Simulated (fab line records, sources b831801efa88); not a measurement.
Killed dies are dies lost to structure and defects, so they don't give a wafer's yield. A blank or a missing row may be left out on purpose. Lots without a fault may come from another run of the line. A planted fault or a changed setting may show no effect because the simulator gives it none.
fab line records | flow sky130
record lots=5 wafers=15 last_day=48
route steps=708 shown NWELL@66 PWDE@84 VT_ADJUST_HVTP@85 VT_ADJUST_LVTN@97
lots that met no fault: from a run of the same line without faults
start_h: hours from the record's first day to the start of the lot's first wafer shown | wait_h: hours since the lot's step before | " the same as in the row above | L1.1+2: a row that stands for several wafers | - no value, or no start given | * or withheld: withheld | < > ~ a bound
route shown NAME@n: a module of which the file shows steps, and the number in the route of the first | usual: mean/standard deviation of fault-free wafers | same: alike in all rows | chamber/n: place in a boat | sites: the reading at each site | _std_site: their standard deviation | _edge_site: outer sites' mean less inner sites' | radius_mm: how far each site lies from the wafer's centre | mask NAME#n: copy n | behind: the tool/chamber that last shaped the wafer | hold: why the lot was held/for how many hours/how that ended | device: the transistor (n, p or np) that didn't switch | end of line: the same wafers' tests at the end of the route | a step without rows: its recipe alone | killed: dies lost to structure and defects at the first sort, not the wafer's yield | map: a wafer's dies, x killed, . not, _ none there
set.NAME: the setting as run; set.NAME@STEP: as run at that earlier step | model.NAME: the simulator's own value behind a step, which no gauge read
lots at some steps of the route; a table a step, a row a wafer
services: from which hour (start_h, from the record's first day; less than 0 if before it) a tool's chamber was out of use, for how many hours, and why
## steps
# step SKY_NWELL_IMPLANT_13
# recipe species=P energy_kev=50 dose_cm2=7e+11 tilt_deg=withheld
# same implant_ion_amu=31
# columns lot.wafer tool chamber start_h wait_h
L077.3+4+6 implanter-02 0 106.23 0.1
L076.1+4+6 implanter-03 0 106.48 0.1
L079.3+4+5 implanter-04 0 111.69 0.1
L088.2+4+5 implanter-04 0 168.16 0.1
L089.1+2+4 implanter-04 0 171.33 0.1
# step SKY_NWELL_STRIP_14
# recipe chemistry=O2/N2 power_w=1400 pressure_mtorr=1500 platen_temp_c=withheld o2_flow_sccm=3000 n2_flow_sccm=300 overash_fraction=0.5
# usual chamber_pressure_mTorr=1500.0/1.4 drypump_motor_current_A=6.2/0.46 oes_product_au=0.723/0.0045 strip_time_to_endpoint_s=36.92/0.11
# columns lot.wafer tool chamber start_h wait_h chamber_pressure_mTorr drypump_motor_current_A oes_product_au rf_hours_counter_h strip_time_to_endpoint_s
L077.3 plasma_asher-01 1 106.36 0.1 1500.6 5.6 0.722 - 37.00
L077.4 " 0 " " 1499.5 6.1 0.726 - 36.92
L077.6 " 1 " " 1500.4 5.6 0.722 - 37.03
L076.1 plasma_asher-02 0 106.63 0.1 1500.4 6.0 0.722 35 36.75
L076.4 " 1 " " 1499.2 6.8 0.722 - 36.80
L076.6 " 0 " " 1500.2 6.1 0.721 - 36.82
L079.3 plasma_asher-01 0 111.82 0.1 1501.2 6.1 0.717 - 36.84
L079.4 " 1 " " 1500.9 5.6 0.724 - 37.00
L079.5 " 1 " " 1500.1 5.6 0.724 - 36.90
L088.2 plasma_asher-04 1 168.28 0.1 1500.7 6.6 0.728 38 36.97
L088.4 " 1 " " 1498.0 6.6 0.718 - 36.96
L088.5 " 1 " " 1500.7 6.6 0.722 - 36.85
L089.1 plasma_asher-02 1 171.48 0.1 1498.0 6.9 0.725 42 37.00
L089.2 " 0 " " 1501.6 6.1 0.721 42 36.84
L089.4 " 0 " " 1497.8 6.1 0.725 - 36.82
# step SKY_NWELL_TW_MEAS_15
# usual NWELL_TW=1801/18
# columns lot.wafer tool chamber start_h wait_h NWELL_TW
L077.3 film_metro-03 - 106.45 0.1 1818
L077.4 " - " " 1804
L077.6 " - " " 1810
L076.1 film_metro-03 - 106.73 0.1 1811
L076.4 " - " " 1801
L076.6 " - " " 1816
L079.3 film_metro-02 - 111.91 0.1 1783
L079.4 " - " " 1771
L079.5 " - " " 1775
L088.2 film_metro-02 - 168.39 0.1 1783
L088.4 " - " " 1792
L088.5 " - " " 1786
L089.1 film_metro-03 - 171.58 0.1 1801
L089.2 " - " " 1801
L089.4 " - " " 1785
# step SKY_NWELL_DEHYDRATE_16
# recipe temp_c=200 time_s=60
# columns lot.wafer tool chamber start_h wait_h
L077.3+4+6 litho_track-04 0 114.25 7.8
L076.1+4+6 litho_track-01 0 114.89 8.2
L079.3+4+5 litho_track-04 0 120.70 8.8
L088.2+4+5 litho_track-01 0 178.27 9.9
L089.1+2+4 litho_track-04 0 181.55 10.0
# step SKY_NWELL_HMDS_17
# recipe prime_time_s=60 prime_temp_c=120
# columns lot.wafer tool chamber start_h wait_h
L077.3+4+6 litho_track-04 0 114.40 0.1
L076.1+4+6 litho_track-01 0 115.04 0.1
L079.3+4+5 litho_track-04 0 120.85 0.1
L088.2+4+5 litho_track-01 0 178.42 0.1
L089.1+2+4 litho_track-04 0 181.70 0.1
# step SKY_NWELL_COAT_18
# recipe spin_rpm=2000 resist_thk_nm=3000
# columns lot.wafer tool chamber start_h wait_h
L077.3+4+6 litho_track-04 0 114.55 0.1
L076.1+4+6 litho_track-01 0 115.19 0.1
L079.3+4+5 litho_track-04 0 121.00 0.1
L088.2+4+5 litho_track-01 0 178.57 0.1
L089.1+2+4 litho_track-04 0 181.85 0.1
# step SKY_NWELL_SOFTBAKE_19
# recipe temp_c=110 time_s=withheld
# columns lot.wafer tool chamber start_h wait_h
L077.3+4+6 litho_track-04 0 114.72 0.1
L076.1+4+6 litho_track-01 0 115.34 0.1
L079.3+4+5 litho_track-04 0 121.17 0.1
L088.2+4+5 litho_track-01 0 178.73 0.1
L089.1+2+4 litho_track-04 0 182.00 0.1
# step SKY_NWELL_EXPOSE_20
# recipe mask_id=NWM_COMPLEMENT na=0.6 source_shape=conventional sigma_outer=0.6 polarization=unpolarized target_cd_nm=840 dose_mj=260
# columns lot.wafer tool chamber start_h wait_h mask
L077.3+4+6 iline_stepper-02 0 - - NWM_COMPLEMENT#0
L076.1+4+6 iline_stepper-01 0 - - NWM_COMPLEMENT#0
L079.3+4+5 iline_stepper-02 0 - - NWM_COMPLEMENT#0
L088.2+4+5 iline_stepper-01 0 - - NWM_COMPLEMENT#0
L089.1+2+4 iline_stepper-01 0 - - NWM_COMPLEMENT#0
# step SKY_NWELL_PEB_21
# recipe temp_c=115 time_s=withheld
# columns lot.wafer tool chamber start_h wait_h
L077.3+4+6 litho_track-02 0 - -
L076.1+4+6 litho_track-04 0 - -
L079.3+4+5 litho_track-02 0 - -
L088.2+4+5 litho_track-01 0 - -
L089.1+2+4 litho_track-02 0 - -
# step SKY_NWELL_DEVELOP_22
# recipe wall_angle_deg=90 developer=TMAH develop_time_s=60 dev_temp_c=23
# usual developer_temp_C=22.99/0.09
# columns lot.wafer tool chamber start_h wait_h developer_temp_C
L077.3 litho_track-02 0 - - 22.96
L077.4 " 0 " " 23.06
L077.6 " 0 " " 22.95
L076.1 litho_track-04 0 - - 22.89
L076.4 " 0 " " 22.97
L076.6 " 0 " " 23.00
L079.3 litho_track-02 0 - - 23.00
L079.4 " 0 " " 22.98
L079.5 " 0 " " 22.93
L088.2 litho_track-01 0 - - 22.96
L088.4 " 0 " " 22.97
L088.5 " 0 " " 23.18
L089.1 litho_track-02 0 - - 22.88
L089.2 " 0 " " 22.88
L089.4 " 0 " " 22.96
# step SKY_NWELL_OVL_MEAS_23
# usual NWELL_01_OVL=0.0/1.5
# columns lot.wafer tool chamber start_h wait_h NWELL_01_OVL[nm]
L077.3 overlay-02 - 124.46 - -1.1
L077.4 " - " " 0.1
L077.6 " - " " -0.6
L076.1 overlay-01 - 125.10 - 1.7
L076.4 " - " " 2.0
L076.6 " - " " 2.6
L079.3 overlay-02 - 129.56 - -3.3
L079.4 " - " " -3.5
L079.5 " - " " -2.4
L088.2 overlay-01 - 188.05 - 3.4
L088.4 " - " " 0.9
L088.5 " - " " 3.2
L089.1 overlay-01 - 191.95 - -1.0
L089.2 " - " " 0.9
L089.4 " - " " -0.3
# step SKY_NWELL_IMPLANT_24
# recipe species=B energy_kev=140 dose_cm2=9.2e+12 tilt_deg=withheld
# same implant_ion_amu=11
# columns lot.wafer tool chamber start_h wait_h
L077.3+4+6 implanter-03 0 124.54 0.1
L076.1+4+6 implanter-02 0 125.13 0.0
L079.3+4+5 implanter-04 0 129.64 0.1
L088.2+4+5 implanter-04 0 188.11 0.0
L089.1+2+4 implanter-04 0 191.99 0.0
# step SKY_NWELL_STRIP_25
# recipe chemistry=O2/N2 power_w=1400 pressure_mtorr=1500 platen_temp_c=withheld o2_flow_sccm=3000 n2_flow_sccm=300 overash_fraction=0.5
# usual chamber_pressure_mTorr=1500.1/1.5 drypump_motor_current_A=6.1/0.45 oes_product_au=0.723/0.0043 strip_time_to_endpoint_s=36.88/0.099
# columns lot.wafer tool chamber start_h wait_h chamber_pressure_mTorr drypump_motor_current_A oes_product_au rf_hours_counter_h strip_time_to_endpoint_s
L077.3 plasma_asher-02 1 124.67 0.1 1497.0 6.8 0.722 - 36.81
L077.4 " 0 " " 1500.0 6.1 0.730 - 36.83
L077.6 " 0 " " 1499.0 6.1 0.718 - 36.75
L076.1 plasma_asher-02 1 125.28 0.1 1501.0 6.9 0.724 38 36.98
L076.4 " 1 " " 1501.1 6.9 0.725 - 36.97
L076.6 " 0 " " 1498.0 6.1 0.725 - 36.91
L079.3 plasma_asher-04 0 129.77 0.1 1502.8 5.7 0.721 - 36.82
L079.4 " 1 " " 1500.6 6.6 0.718 - 36.92
L079.5 " 0 " " 1500.6 5.7 0.725 - 36.82
L088.2 plasma_asher-02 0 188.23 0.1 1500.4 6.1 0.726 44 37.04
L088.4 " 1 " " 1500.1 6.9 0.717 - 37.04
L088.5 " 0 " " 1500.9 6.1 0.722 - 37.05
L089.1 plasma_asher-04 0 192.14 0.1 1499.0 5.7 0.725 41 36.76
L089.2 " 1 " " 1502.0 6.6 0.721 41 36.86
L089.4 " 0 " " 1501.8 5.7 0.715 - 36.81
# step SKY_NWELL_TW_MEAS_26
# usual NWELL_2_TW=491/5.2
# columns lot.wafer tool chamber start_h wait_h NWELL_2_TW
L077.3 film_metro-03 - 124.76 0.1 488
L077.4 " - " " 490
L077.6 " - " " 484
L076.1 film_metro-03 - 125.38 0.1 491
L076.4 " - " " 488
L076.6 " - " " 491
L079.3 film_metro-04 - 129.86 0.1 500
L079.4 " - " " 499
L079.5 " - " " 498
L088.2 film_metro-02 - 188.34 0.1 488
L088.4 " - " " 486
L088.5 " - " " 489
L089.1 film_metro-03 - 192.24 0.1 489
L089.2 " - " " 490
L089.4 " - " " 491
# step SKY_NWELL_CLEAN_27
# recipe chemistry=SC1/SC2 mix=1:4:20 temp_c=70 time_s=150 dry=n2_spin
# columns lot.wafer tool chamber start_h wait_h
L077.3+4+6 wet_bench-03 1 124.80 0.0
L076.1+4+6 wet_bench-03 3 125.44 0.1
L079.3+4+5 wet_bench-02 0 129.97 0.1
L088.2+4+5 wet_bench-03 3 188.39 0.0
L089.1+2+4 wet_bench-03 0 192.30 0.1
# step SKY_NWELL_RTA_28
# recipe temp_c=1050 time_s=30 idle_temp_c=650 ramp_up_c_per_s=150 ramp_down_c_per_s=90 ambient=N2
# usual lamp_power_pct=25.30/0.053 wafer_temp_C_max=1054.8/0.94
# columns lot.wafer tool chamber start_h wait_h lamp_power_pct wafer_temp_C_max
L077.3 rtp_anneal-01 0 124.89 0.0 25.45 1055.1
L077.4 " 0 " " 25.33 1055.1
L077.6 " 0 " " 25.31 1054.8
L076.1 rtp_anneal-02 0 125.50 0.0 25.35 1053.9
L076.4 " 0 " " 25.22 1054.2
L076.6 " 0 " " 25.42 1055.1
L079.3 rtp_anneal-01 0 130.05 0.0 25.25 1054.7
L079.4 " 0 " " 25.31 1054.5
L079.5 " 0 " " 25.37 1054.1
L088.2 rtp_anneal-01 0 188.47 0.0 25.31 1053.6
L088.4 " 0 " " 25.20 1054.0
L088.5 " 0 " " 25.29 1056.4
L089.1 rtp_anneal-02 0 192.35 0.0 25.18 1054.2
L089.2 " 0 " " 25.23 1055.7
L089.4 " 0 " " 25.29 1054.1
# step SKY_NWELL_RS_MEAS_29
# recipe thk_meas_gauge=four-point-probe
# usual NWELL_RS=624.2/1.9
# columns lot.wafer tool chamber start_h wait_h NWELL_RS[ohm/sq]
L077.3 film_metro-02 - 124.99 0.1 621.3
L077.4 " - " " 622.4
L077.6 " - " " 619.9
L076.1 film_metro-04 - 125.60 0.1 623.9
L076.4 " - " " 624.6
L076.6 " - " " 627.2
L079.3 film_metro-04 - 130.16 0.1 624.2
L079.4 " - " " 625.6
L079.5 " - " " 625.7
L088.2 film_metro-03 - 188.66 0.2 623.6
L088.4 " - " " 624.3
L088.5 " - " " 623.5
L089.1 film_metro-02 - 192.45 0.1 623.0
L089.2 " - " " 621.3
L089.4 " - " " 624.2
# step SKY_NWELL_RS_MEAS_31
# recipe thk_meas_gauge=four-point-probe
# usual PWDE_RS=5273/16
# columns lot.wafer tool chamber start_h wait_h PWDE_RS[ohm/sq]
L077.3 film_metro-02 - 125.23 0.1 5299
L077.4 " - " " 5276
L077.6 " - " " 5285
L076.1 film_metro-04 - 125.84 0.1 5284
L076.4 " - " " 5271
L076.6 " - " " 5289
L079.3 film_metro-04 - 130.40 0.1 5271
L079.4 " - " " 5249
L079.5 " - " " 5272
L088.2 film_metro-03 - 188.90 0.1 5292
L088.4 " - " " 5287
L088.5 " - " " 5303
L089.1 film_metro-02 - 192.69 0.1 5260
L089.2 " - " " 5256
L089.4 " - " " 5250
# step SKY_VT_ADJUST_HVTP_DEHYDRATE_00
# recipe temp_c=200 time_s=60
# columns lot.wafer tool chamber start_h wait_h
L077.3+4+6 litho_track-02 0 133.80 8.5
L076.1+4+6 litho_track-03 0 134.59 8.7
L079.3+4+5 litho_track-03 0 139.89 9.5
L088.2+4+5 litho_track-01 0 198.77 9.8
L089.1+2+4 litho_track-02 0 203.00 10.3
# step SKY_VT_ADJUST_HVTP_HMDS_01
# recipe prime_time_s=60 prime_temp_c=120
# columns lot.wafer tool chamber start_h wait_h
L077.3+4+6 litho_track-02 0 133.95 0.1
L076.1+4+6 litho_track-03 0 134.74 0.1
L079.3+4+5 litho_track-03 0 140.04 0.1
L088.2+4+5 litho_track-01 0 198.92 0.1
L089.1+2+4 litho_track-02 0 203.15 0.1
# step SKY_VT_ADJUST_HVTP_COAT_02
# recipe resist=NOVOLAK spin_rpm=3000 resist_thk_nm=1140
# columns lot.wafer tool chamber start_h wait_h
L077.3+4+6 litho_track-02 0 134.10 0.1
L076.1+4+6 litho_track-03 0 134.89 0.1
L079.3+4+5 litho_track-03 0 140.19 0.1
L088.2+4+5 litho_track-01 0 199.07 0.1
L089.1+2+4 litho_track-02 0 203.30 0.1
# step SKY_VT_ADJUST_HVTP_SOFTBAKE_03
# recipe temp_c=90 time_s=60 resist=NOVOLAK
# columns lot.wafer tool chamber start_h wait_h
L077.3+4+6 litho_track-02 0 134.25 0.1
L076.1+4+6 litho_track-03 0 135.04 0.1
L079.3+4+5 litho_track-03 0 140.34 0.1
L088.2+4+5 litho_track-01 0 199.22 0.1
L089.1+2+4 litho_track-02 0 203.45 0.1
# step SKY_VT_ADJUST_HVTP_EXPOSE_04
# recipe mask_id=HVTPM na=0.6 source_shape=conventional sigma_outer=0.6 polarization=unpolarized target_cd_nm=380 dose_mj=140
# columns lot.wafer tool chamber start_h wait_h mask
L077.3+4+6 iline_stepper-02 0 - - HVTPM#0
L076.1+4+6 iline_stepper-02 0 - - HVTPM#0
L079.3+4+5 iline_stepper-01 0 - - HVTPM#0
L088.2+4+5 iline_stepper-02 0 - - HVTPM#0
L089.1+2+4 iline_stepper-02 0 - - HVTPM#0
# step SKY_VT_ADJUST_HVTP_PEB_05
# recipe temp_c=withheld time_s=* resist=NOVOLAK
# columns lot.wafer tool chamber start_h wait_h
L077.3+4+6 litho_track-03 0 - -
L076.1+4+6 litho_track-03 0 - -
L079.3+4+5 litho_track-03 0 - -
L088.2+4+5 litho_track-03 0 - -
L089.1+2+4 litho_track-02 0 - -
# step SKY_VT_ADJUST_HVTP_DEVELOP_06
# recipe resist=NOVOLAK developer=TMAH develop_time_s=60 dev_temp_c=23
# usual developer_temp_C=23.00/0.1
# columns lot.wafer tool chamber start_h wait_h developer_temp_C
L077.3 litho_track-03 0 144.14 0.1 22.85
L077.4 " 0 " " 22.94
L077.6 " 0 " " 23.07
L076.1 litho_track-03 0 144.39 0.1 23.00
L076.4 " 0 " " 22.83
L076.6 " 0 " " 22.94
L079.3 litho_track-03 0 149.09 0.1 23.09
L079.4 " 0 " " 22.92
L079.5 " 0 " " 23.02
L088.2 litho_track-03 0 208.97 0.1 22.93
L088.4 " 0 " " 22.88
L088.5 " 0 " " 22.90
L089.1 litho_track-02 0 212.25 0.1 23.11
L089.2 " 0 " " 23.12
L089.4 " 0 " " 23.07
# step SKY_VT_ADJUST_HVTP_CD_MEAS_07
# recipe target_cd_nm=380
# usual cd_nm=381.4/2.6
# columns lot.wafer tool chamber start_h wait_h cd_nm
L077.3 cd_sem-01 - 144.28 0.1 384.2
L077.4 " - " " 383.3
L077.6 " - " " 387.0
L076.1 cd_sem-01 - 144.54 0.1 381.5
L076.4 " - " " 381.6
L076.6 " - " " 383.3
L079.3 cd_sem-02 - 149.23 0.1 379.9
L079.4 " - " " 380.4
L079.5 " - " " 380.8
L088.2 cd_sem-02 - 209.11 0.1 376.7
L088.4 " - " " 380.4
L088.5 " - " " 377.7
L089.1 cd_sem-02 - 212.40 0.1 386.0
L089.2 " - " " 384.8
L089.4 " - " " 386.4
# step SKY_VT_ADJUST_HVTP_OVL_MEAS_08
# usual VT_ADJUST_HVTP_OVL=-0.2/1.2
# columns lot.wafer tool chamber start_h wait_h VT_ADJUST_HVTP_OVL[nm]
L077.3 overlay-02 - 144.38 0.1 1.8
L077.4 " - " " -0.4
L077.6 " - " " 0.4
L076.1 overlay-02 - 144.66 0.1 -0.6
L076.4 " - " " -0.9
L076.6 " - " " -0.9
L079.3 overlay-02 - 149.33 0.1 1.0
L079.4 " - " " -0.9
L079.5 " - " " 0.8
L088.2 overlay-02 - 209.22 0.1 1.5
L088.4 " - " " 1.5
L088.5 " - " " 0.1
L089.1 overlay-01 - 212.52 0.1 -2.6
L089.2 " - " " -2.2
L089.4 " - " " -0.8
# step SKY_VT_ADJUST_HVTP_IMPLANT_09
# recipe species=As energy_kev=150 dose_cm2=4.3e+12 tilt_deg=withheld
# same implant_ion_amu=75
# columns lot.wafer tool chamber start_h wait_h
L077.3+4+6 implanter-01 0 144.45 0.1
L076.1+4+6 implanter-04 0 144.70 0.0
L079.3+4+5 implanter-04 0 149.40 0.1
L088.2+4+5 implanter-04 0 209.28 0.0
L089.1+2+4 implanter-04 0 212.56 0.0
# step SKY_VT_ADJUST_HVTP_STRIP_10
# recipe chemistry=O2/N2 power_w=1400 pressure_mtorr=1500 platen_temp_c=withheld o2_flow_sccm=3000 n2_flow_sccm=300 overash_fraction=0.5
# usual chamber_pressure_mTorr=1500.0/1.3 drypump_motor_current_A=6.1/0.53 oes_product_au=0.716/0.0044 strip_time_to_endpoint_s=14.18/0.034
# columns lot.wafer tool chamber start_h wait_h chamber_pressure_mTorr drypump_motor_current_A oes_product_au rf_hours_counter_h strip_time_to_endpoint_s
L077.3 plasma_asher-02 0 144.58 0.1 1501.0 6.1 0.722 - 14.19
L077.4 " 1 " " 1497.8 6.8 0.717 - 14.19
L077.6 " 0 " " 1499.6 6.1 0.707 - 14.19
L076.1 plasma_asher-04 1 144.85 0.1 1498.9 6.6 0.721 37 14.15
L076.4 " 1 " " 1500.5 6.6 0.716 - 14.18
L076.6 " 0 " " 1498.9 5.7 0.717 - 14.13
L079.3 plasma_asher-03 1 149.53 0.1 1501.2 5.3 0.717 - 14.19
L079.4 " 0 " " 1502.2 5.8 0.718 - 14.21
L079.5 " 1 " " 1502.1 5.3 0.720 - 14.21
L088.2 plasma_asher-03 1 209.40 0.1 1500.2 5.3 0.722 9 14.19
L088.4 " 1 " " 1501.3 5.3 0.711 - 14.20
L088.5 " 1 " " 1502.7 5.3 0.721 - 14.28
L089.1 plasma_asher-03 1 212.71 0.1 1500.3 5.3 0.714 10 14.20
L089.2 " 0 " " 1500.8 5.8 0.723 10 14.20
L089.4 " 1 " " 1499.9 5.3 0.716 - 14.19
# step SKY_VT_ADJUST_HVTP_TW_MEAS_11
# usual VT_ADJUST_HVTP_TW=1361/17
# columns lot.wafer tool chamber start_h wait_h VT_ADJUST_HVTP_TW
L077.3 film_metro-03 - 144.67 0.1 1339
L077.4 " - " " 1341
L077.6 " - " " 1337
L076.1 film_metro-04 - 144.95 0.1 1358
L076.4 " - " " 1355
L076.6 " - " " 1354
L079.3 film_metro-03 - 149.62 0.1 1340
L079.4 " - " " 1337
L079.5 " - " " 1335
L088.2 film_metro-01 - 209.51 0.1 1380
L088.4 " - " " 1375
L088.5 " - " " 1378
L089.1 film_metro-03 - 212.81 0.1 1332
L089.2 " - " " 1341
L089.4 " - " " 1339
# step SKY_VT_ADJUST_LVTN_DEHYDRATE_00
# recipe temp_c=200 time_s=60
# columns lot.wafer tool chamber start_h wait_h
L077.3+4+6 litho_track-03 0 153.29 8.6
L076.1+4+6 litho_track-04 0 153.70 8.7
L079.3+4+5 litho_track-03 0 158.89 9.3
L088.2+4+5 litho_track-02 0 218.53 9.0
L089.1+2+4 litho_track-02 0 224.75 11.9
# step SKY_VT_ADJUST_LVTN_HMDS_01
# recipe prime_time_s=60 prime_temp_c=120
# columns lot.wafer tool chamber start_h wait_h
L077.3+4+6 litho_track-03 0 153.44 0.1
L076.1+4+6 litho_track-04 0 153.85 0.1
L079.3+4+5 litho_track-03 0 159.04 0.1
L088.2+4+5 litho_track-02 0 218.68 0.1
L089.1+2+4 litho_track-02 0 224.90 0.1
# step SKY_VT_ADJUST_LVTN_COAT_02
# recipe spin_rpm=2000 resist_thk_nm=3000
# columns lot.wafer tool chamber start_h wait_h
L077.3+4+6 litho_track-03 0 153.59 0.1
L076.1+4+6 litho_track-04 0 154.00 0.1
L079.3+4+5 litho_track-03 0 159.19 0.1
L088.2+4+5 litho_track-02 0 218.83 0.1
L089.1+2+4 litho_track-02 0 225.05 0.1
# step SKY_VT_ADJUST_LVTN_SOFTBAKE_03
# recipe temp_c=110 time_s=withheld
# columns lot.wafer tool chamber start_h wait_h
L077.3+4+6 litho_track-03 0 153.76 0.1
L076.1+4+6 litho_track-04 0 154.15 0.1
L079.3+4+5 litho_track-03 0 159.36 0.1
L088.2+4+5 litho_track-02 0 218.99 0.1
L089.1+2+4 litho_track-02 0 225.20 0.1
# step SKY_VT_ADJUST_LVTN_EXPOSE_04
# recipe mask_id=NWM_COMPLEMENT_LESS_NATIVE na=0.6 source_shape=conventional sigma_outer=0.6 polarization=unpolarized target_cd_nm=840 dose_mj=194
# columns lot.wafer tool chamber start_h wait_h mask
L077.3+4+6 iline_stepper-01 0 - - NWM_COMPLEMENT_LESS_NATIVE#0
L076.1+4+6 iline_stepper-01 0 - - NWM_COMPLEMENT_LESS_NATIVE#0
L079.3+4+5 iline_stepper-01 0 - - NWM_COMPLEMENT_LESS_NATIVE#0
L088.2+4+5 iline_stepper-01 0 - - NWM_COMPLEMENT_LESS_NATIVE#0
L089.1+2+4 iline_stepper-01 0 - - NWM_COMPLEMENT_LESS_NATIVE#0
# step SKY_VT_ADJUST_LVTN_PEB_05
# recipe temp_c=115 time_s=withheld
# columns lot.wafer tool chamber start_h wait_h
L077.3+4+6 litho_track-02 0 - -
L076.1+4+6 litho_track-04 0 - -
L079.3+4+5 litho_track-03 0 - -
L088.2+4+5 litho_track-02 0 - -
L089.1+2+4 litho_track-04 0 - -
# step SKY_VT_ADJUST_LVTN_DEVELOP_06
# recipe wall_angle_deg=90 developer=TMAH develop_time_s=60 dev_temp_c=23
# usual developer_temp_C=23.01/0.12
# columns lot.wafer tool chamber start_h wait_h developer_temp_C
L077.3 litho_track-02 0 - - 22.87
L077.4 " 0 " " 22.86
L077.6 " 0 " " 23.14
L076.1 litho_track-04 0 - - 22.83
L076.4 " 0 " " 22.91
L076.6 " 0 " " 22.89
L079.3 litho_track-03 0 - - 23.06
L079.4 " 0 " " 23.17
L079.5 " 0 " " 23.11
L088.2 litho_track-02 0 - - 23.03
L088.4 " 0 " " 23.10
L088.5 " 0 " " 22.98
L089.1 litho_track-04 0 - - 22.97
L089.2 " 0 " " 23.08
L089.4 " 0 " " 23.02
# step SKY_VT_ADJUST_LVTN_OVL_MEAS_07
# usual VT_ADJUST_LVTN_OVL=-2.0/1.2
# columns lot.wafer tool chamber start_h wait_h VT_ADJUST_LVTN_OVL[nm]
L077.3 overlay-02 - 163.56 - -0.4
L077.4 " - " " -2.0
L077.6 " - " " -2.0
L076.1 overlay-02 - 163.95 - -1.6
L076.4 " - " " -2.4
L076.6 " - " " -1.7
L079.3 overlay-01 - 168.96 - -3.0
L079.4 " - " " -2.0
L079.5 " - " " -4.0
L088.2 overlay-02 - 231.31 - -0.9
L088.4 " - " " -3.0
L088.5 " - " " -0.9
L089.1 overlay-02 - 236.40 - -1.0
L089.2 " - " " -1.6
L089.4 " - " " 0.6
# step SKY_VT_ADJUST_LVTN_IMPLANT_08
# recipe species=B energy_kev=30 dose_cm2=1.57e+12 tilt_deg=withheld
# same implant_ion_amu=11
# columns lot.wafer tool chamber start_h wait_h
L077.3+4+6 implanter-01 0 163.64 0.1
L076.1+4+6 implanter-01 0 163.98 0.0
L079.3+4+5 implanter-02 0 169.03 0.1
L088.2+4+5 implanter-02 0 231.36 0.0
L089.1+2+4 implanter-03 0 236.43 0.0
# step SKY_VT_ADJUST_LVTN_STRIP_09
# recipe chemistry=O2/N2 power_w=1400 pressure_mtorr=1500 platen_temp_c=withheld o2_flow_sccm=3000 n2_flow_sccm=300 overash_fraction=0.5
# usual chamber_pressure_mTorr=1500.0/1.5 drypump_motor_current_A=5.8/0.4 oes_product_au=0.722/0.0046 strip_time_to_endpoint_s=36.88/0.1
# columns lot.wafer tool chamber start_h wait_h chamber_pressure_mTorr drypump_motor_current_A oes_product_au rf_hours_counter_h strip_time_to_endpoint_s
L077.3 plasma_asher-01 1 163.77 0.1 1499.9 5.6 0.727 - 37.01
L077.4 " 0 " " 1500.6 6.1 0.720 - 36.97
L077.6 " 0 " " 1498.8 6.1 0.717 - 36.97
L076.1 plasma_asher-01 0 164.13 0.1 1502.2 6.1 0.725 51 36.84
L076.4 " 1 " " 1502.9 5.5 0.718 - 36.83
L076.6 " 1 " " 1495.6 5.5 0.722 - 36.90
L079.3 plasma_asher-03 0 169.16 0.1 1500.1 5.8 0.727 - 36.88
L079.4 " 1 " " 1500.0 5.3 0.717 - 36.88
L079.5 " 0 " " 1502.3 5.8 0.717 - 36.96
L088.2 plasma_asher-04 1 231.49 0.1 1500.3 6.5 0.715 44 37.03
L088.4 " 0 " " 1499.4 5.7 0.721 - 37.08
L088.5 " 0 " " 1503.6 5.7 0.729 - 37.12
L089.1 plasma_asher-01 1 236.58 0.1 1500.4 5.5 0.729 59 36.92
L089.2 " 0 " " 1498.2 6.1 0.719 59 36.98
L089.4 " 0 " " 1500.2 6.1 0.725 - 36.89
# step SKY_VT_ADJUST_LVTN_TW_MEAS_10
# usual VT_ADJUST_LVTN_TW=240/3.7
# columns lot.wafer tool chamber start_h wait_h VT_ADJUST_LVTN_TW
L077.3 film_metro-02 - 163.86 0.1 236
L077.4 " - " " 236
L077.6 " - " " 234
L076.1 film_metro-03 - 164.23 0.1 238
L076.4 " - " " 239
L076.6 " - " " 238
L079.3 film_metro-02 - 169.25 0.1 237
L079.4 " - " " 237
L079.5 " - " " 237
L088.2 film_metro-01 - 231.60 0.1 246
L088.4 " - " " 244
L088.5 " - " " 247
L089.1 film_metro-03 - 236.68 0.1 239
L089.2 " - " " 241
L089.4 " - " " 240
# step SKY_VT_ADJUST_LVTN_DEHYDRATE_11
# recipe temp_c=200 time_s=60
# columns lot.wafer tool chamber start_h wait_h
L077.3+4+6 litho_track-02 0 173.05 9.2
L076.1+4+6 litho_track-04 0 173.90 9.7
L079.3+4+5 litho_track-02 0 179.00 9.7
L088.2+4+5 litho_track-04 0 241.97 10.4
L089.1+2+4 litho_track-03 0 247.99 11.3
# step SKY_VT_ADJUST_LVTN_HMDS_12
# recipe prime_time_s=60 prime_temp_c=120
# columns lot.wafer tool chamber start_h wait_h
L077.3+4+6 litho_track-02 0 173.20 0.1
L076.1+4+6 litho_track-04 0 174.05 0.1
L079.3+4+5 litho_track-02 0 179.15 0.1
L088.2+4+5 litho_track-04 0 242.12 0.1
L089.1+2+4 litho_track-03 0 248.14 0.1
# step SKY_VT_ADJUST_LVTN_COAT_13
# recipe resist=NOVOLAK spin_rpm=3000 resist_thk_nm=1140
# columns lot.wafer tool chamber start_h wait_h
L077.3+4+6 litho_track-02 0 173.35 0.1
L076.1+4+6 litho_track-04 0 174.20 0.1
L079.3+4+5 litho_track-02 0 179.30 0.1
L088.2+4+5 litho_track-04 0 242.27 0.1
L089.1+2+4 litho_track-03 0 248.29 0.1
# step SKY_VT_ADJUST_LVTN_SOFTBAKE_14
# recipe temp_c=90 time_s=60 resist=NOVOLAK
# columns lot.wafer tool chamber start_h wait_h
L077.3+4+6 litho_track-02 0 173.50 0.1
L076.1+4+6 litho_track-04 0 174.35 0.1
L079.3+4+5 litho_track-02 0 179.45 0.1
L088.2+4+5 litho_track-04 0 242.42 0.1
L089.1+2+4 litho_track-03 0 248.44 0.1
## services
# columns tool chamber start_h hours kind
plasma_asher-03 - 84.62 1.5 repair
wet_bench-02 - 93.59 10.2 repair
plasma_asher-03 - 108.75 9.0 pm
plasma_asher-03 0 108.75 9.0 vent_cycle
plasma_asher-03 1 108.75 9.0 vent_cycle
plasma_asher-04 - 113.94 2.8 pm
implanter-03 - 115.57 3.5 repair
plasma_asher-03 0 117.75 - clean
plasma_asher-03 1 117.75 - clean
implanter-01 - 145.94 8.5 repair
plasma_asher-04 - 159.66 7.4 repair
implanter-03 - 160.99 2.7 repair
implanter-01 - 175.72 1.3 repair
wet_bench-03 - 178.10 1.2 repair
implanter-03 - 203.15 8.2 repair
iline_stepper-02 0 208.42 - calibration
implanter-03 - 210.82 2.6 repair
implanter-03 - 213.37 5.0 pm
plasma_asher-04 - 217.21 5.9 repair
iline_stepper-01 - 244.75 1.7 pm
## key
fault none
